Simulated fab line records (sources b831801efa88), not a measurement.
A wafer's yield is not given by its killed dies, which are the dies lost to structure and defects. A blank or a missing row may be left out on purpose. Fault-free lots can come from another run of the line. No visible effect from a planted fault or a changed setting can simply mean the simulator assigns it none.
A lot that was struck, set against a sound lot :: flow sky130 :: 35 out of 708 route steps
Sound: wafers L200.1, L200.4, L200.5. Struck: wafer L219.3 (left out: L219.6, a lot-mate that was not struck); the cause follows at the end.
Each step with rows lists, per side, the tool, then ch with its chambers, then its first start. Under that, the readings that differ: sound wafers :: struck wafers :: difference of the means :: sigmas: that difference in standard deviations of wafers without a fault.
alike: readings whose means differ by less than 2 such deviations, and words and numbers that are the same on both sides. not compared: withheld readings, readings that some wafer has no value for, bounds like >300 that may hide the same value, and numbers for which the record gives no deviation and whose values overlap.
A row with sigmas, a row that says differs or no value, or rows on one side alone: a step with any of these is where the two part. Numbers that don't overlap but have no deviation are shown without sigmas and don't part them. Lack of a reading on every wafer of one side parts them only where that side has two or more wafers.

SKY_SD_P_CD_MEAS_07 targets a cd of 380 nm.
  struck on cdSem-01, day 32 07:22; sound on cdSem-01, day 26 09:40
  alike: cdNm
SKY_SD_P_OVL_MEAS_08:
  struck on overlay-01, day 32 07:28; sound on overlay-01, day 26 09:47
  alike: SD_P_OVL
next, for these wafers, 1 step has no rows: SKY_SD_P_IMPLANT_09.
SKY_SD_P_STRIP_10: strips in O2/N2.
  sound on plasmaAsher-03 ch 0,1, day 26 09:59; struck on plasmaAsher-04 ch 0, day 32 07:40
reading: oesProductAu (a.u.)
sound: 0.619 0.614 0.614
struck: 0.604
difference: -0.012
sigmas: -3

reading: stripTimeToEndpointS (s)
sound: 17.55 17.54 17.51
struck: 17.43
difference: -0.10
sigmas: -3
  alike: drypumpMotorCurrentA
  not compared: rfHoursCounterH
SKY_SD_P_TW_MEAS_11:
  struck on filmMetro-01, day 32 07:45; sound on filmMetro-01, day 26 10:05
  alike: SD_P_TW
then, 7 steps without rows for these wafers: SKY_RES_XHIGH_DEHYDRATE_00 (time 60 s); SKY_RES_XHIGH_HMDS_01 (prime time 60 s); SKY_RES_XHIGH_COAT_02 (resist thk 1140 nm); SKY_RES_XHIGH_SOFTBAKE_03 (time 60 s); SKY_RES_XHIGH_EXPOSE_04 (exposes mask URPM, target cd 1270 nm); SKY_RES_XHIGH_PEB_05; SKY_RES_XHIGH_DEVELOP_06 (develop time 60 s).
SKY_RES_XHIGH_IMPLANT_07:
  sound on implanter-01 ch 0, day 27 15:19; struck on implanter-04 ch 0, day 33 11:07
  alike: beamEnergyKeV, endStationPressureTorr
SKY_RES_XHIGH_STRIP_08: strips in O2/N2.
  sound on plasmaAsher-02 ch 0, day 27 15:28; struck on plasmaAsher-01 ch 0, day 33 11:14
  alike: drypumpMotorCurrentA, oesProductAu, stripTimeToEndpointS
  not compared: rfHoursCounterH
SKY_RES_XHIGH_TW_MEAS_09:
  struck on filmMetro-01, day 33 11:20; sound on filmMetro-01, day 27 15:34
reading: RES_XHIGH_TW
sound: 1612 1597 1603
struck: 1496
difference: -108
sigmas: -4
then, 7 steps without rows for these wafers: SKY_SD_N_DEHYDRATE_00 (time 60 s); SKY_SD_N_HMDS_01 (prime time 60 s); SKY_SD_N_COAT_02 (resist thk 1140 nm); SKY_SD_N_SOFTBAKE_03 (time 60 s); SKY_SD_N_EXPOSE_04 (exposes mask NSDM, target cd 380 nm); SKY_SD_N_PEB_05; SKY_SD_N_DEVELOP_06 (develop time 60 s).
SKY_SD_N_CD_MEAS_07 targets a cd of 380 nm.
  struck on cdSem-01, day 34 12:53; sound on cdSem-02, day 28 20:34
  alike: cdNm
SKY_SD_N_OVL_MEAS_08:
  struck on overlay-02, day 34 12:58; sound on overlay-01, day 28 20:41
reading: SD_N_OVL (nm)
sound: -2.0 -0.7 -2.0
struck: 1.6
difference: +3.2
sigmas: +2
then, 2 steps without rows for these wafers: SKY_SD_N_IMPLANT_09; SKY_SD_N_IMPLANT_10.
SKY_SD_N_STRIP_11: strips in O2/N2.
  sound on plasmaAsher-03 ch 1, day 28 21:02; struck on plasmaAsher-04 ch 0, day 34 13:20
  alike: drypumpMotorCurrentA, oesProductAu, stripTimeToEndpointS
  not compared: rfHoursCounterH
SKY_SD_N_TW_MEAS_12:
  struck on filmMetro-04, day 34 13:25; sound on filmMetro-01, day 28 21:08
reading: SD_N_TW
sound: 3919 3906 3909
struck: 4086
difference: +175
sigmas: +3
then, 1 step without rows for these wafers: SKY_SD_N_CLEAN_13 (cleans in SC1/SC2, time 150 s).
SKY_SD_N_RTA_14: time 2 s.
  sound on rtpAnneal-02 ch 0, day 28 21:14; struck on rtpAnneal-02 ch 0, day 34 13:32
  alike: lampPowerPct, wafer_temp_C_max
SKY_SD_N_RS_MEAS_16: the measuring method here is four-point-probe.
  struck on filmMetro-02, day 34 13:44; sound on filmMetro-04, day 28 21:25
  alike: SD_N_RS
SKY_SD_N_RS_MEAS_17: the measuring method here is four-point-probe.
  struck on filmMetro-02, day 34 13:51; sound on filmMetro-04, day 28 21:32
  alike: SD_P_RS
SKY_SD_N_RS_MEAS_18: the measuring method here is four-point-probe.
  struck on filmMetro-02, day 34 13:58; sound on filmMetro-04, day 28 21:39
reading: RES_XHIGH_RS (ohm/sq)
sound: 334.9 334.4 334.4
struck: 397.5
difference: +62.9
sigmas: +57
then, 1 step without rows for these wafers: SKY_SALICIDE_CLEAN_00 (cleans in HF-last, time 30 s).
-- the record jumps here: 16 days lie between the struck wafers' starts before and after (it left off in module SALICIDE and takes up again in module PAD_OPEN, whose first step shown is number 708 of the route) --
SKY_PAD_OPEN_PROBE_99:
  struck on prober-02, day 50 12:57; sound on prober-01, day 46 16:55
reading: killed_at_M4_up
sound: 0 4 2
struck: 7
difference: +5
sigmas: +2

reading: killedAtContacts
sound: 36 28 30
struck: 17
difference: -14
sigmas: -2

reading: model.etest.resXhighPo.lineOhmUm
sound: 5912 5622 6012
struck: 1.227e+04
difference: +6.421e+03
sigmas: 

reading: model.etest.resXhighPo.rsOhmSqRange
sound: 163.5 181.2 161.3
struck: 2289
difference: +2120
sigmas: 

reading: model.etest.resXhighPo.rsOhmSq
sound: 2097 1954 2108
struck: 4288
difference: +2235
sigmas: 

reading: model.etest.resXhighPo.rsOhmSqRimLessCentre
sound: -136.9 -150.5 -130.5
struck: -1121
difference: -982
sigmas: 
  alike: killed_at_M0_to_M3, killedAtFrontEnd, killedAtOther, killedDies, killedOpen, killedShort

== WHERE THEY PART ==
Last at SKY_PAD_OPEN_PROBE_99 as far as this record goes, first at SKY_SD_P_STRIP_10.

WHY: what had been put in by the simulator
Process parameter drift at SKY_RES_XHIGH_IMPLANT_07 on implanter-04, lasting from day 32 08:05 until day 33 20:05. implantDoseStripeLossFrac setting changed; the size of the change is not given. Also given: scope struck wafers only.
